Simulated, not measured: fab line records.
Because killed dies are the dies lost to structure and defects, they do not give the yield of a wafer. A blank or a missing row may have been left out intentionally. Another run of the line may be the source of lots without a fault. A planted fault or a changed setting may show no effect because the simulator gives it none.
What tool caused it?	flow sky130	11 lots with 33 wafers sampled at 2 steps, on a route of 708 steps

WHAT EACH GAUGE READ, for each wafer
SKY_CONTACT_THK_MEAS_01.
lot	measured	on	CONTACT_CVD_00_THK (nm)
L904	day 30 01:13	film_metro-04	74.6 75.6 75.7
L907	day 31 23:14	film_metro-01	74.1 73.5 74.4
L909	day 32 10:15	film_metro-01	73.8 75.8 75.9
L908	day 32 11:17	film_metro-03	76.0 76.9 76.9
L910	day 32 18:58	film_metro-03	75.1 75.7 74.5
L911	day 32 21:38	film_metro-01	73.9 74.9 74.1
L912	day 33 09:15	film_metro-01	74.7 74.9 75.6
L915	day 34 10:42	film_metro-01	74.0 74.1 74.6
L919	day 35 09:46	film_metro-01	74.6 74.0 74.7
L923	day 37 15:24	film_metro-01	72.6 73.7 74.2
L926	day 37 18:50	film_metro-03	72.9 73.6 73.2

EACH LOT AND THE TOOL THAT RAN IT (in order: tool; ch and the chambers of the sampled wafers; start)
lot	SKY_CONTACT_CVD_00
L904	pecvd-01 ch 0,1, day 30 01:11
L907	pecvd-04 ch 0,1, day 31 23:11
L909	pecvd-04 ch 0,2, day 32 10:13
L908	pecvd-01 ch 0,1,2, day 32 11:14
L910	pecvd-02 ch 0,1,2, day 32 18:55
L911	pecvd-04 ch 0,1,2, day 32 21:37
L912	pecvd-02 ch 0,2, day 33 09:13
L915	pecvd-02 ch 0,1, day 34 10:40
L919	pecvd-01 ch 1,2, day 35 09:44
L923	pecvd-02 ch 0,1, day 37 15:22
L926	pecvd-01 ch 1,2, day 37 18:47
- SKY_CONTACT_CVD_00: deposits Si3N4, target thk 75 nm.

THE ANSWER, worked out from the rows above alone
Rule: the usual values come from the lots themselves. Put in order of their means at a reading, lots are off if they are a third of the lots or fewer, leave a main group of 4 or more, and stand apart from it by a gap of 3 or more times the standard deviation of the main group's means; of several such gaps the widest counts. If all means in a main group match to the digits the tables above print for the reading, that group is not used. Also off: a lot with no number at a reading for which 4 or more lots have one. The other lots that the step has rows for count as sound.
No lot is off on any of the readings shown, so nothing can be concluded from this.

WHAT THE SIMULATOR HAD INSERTED
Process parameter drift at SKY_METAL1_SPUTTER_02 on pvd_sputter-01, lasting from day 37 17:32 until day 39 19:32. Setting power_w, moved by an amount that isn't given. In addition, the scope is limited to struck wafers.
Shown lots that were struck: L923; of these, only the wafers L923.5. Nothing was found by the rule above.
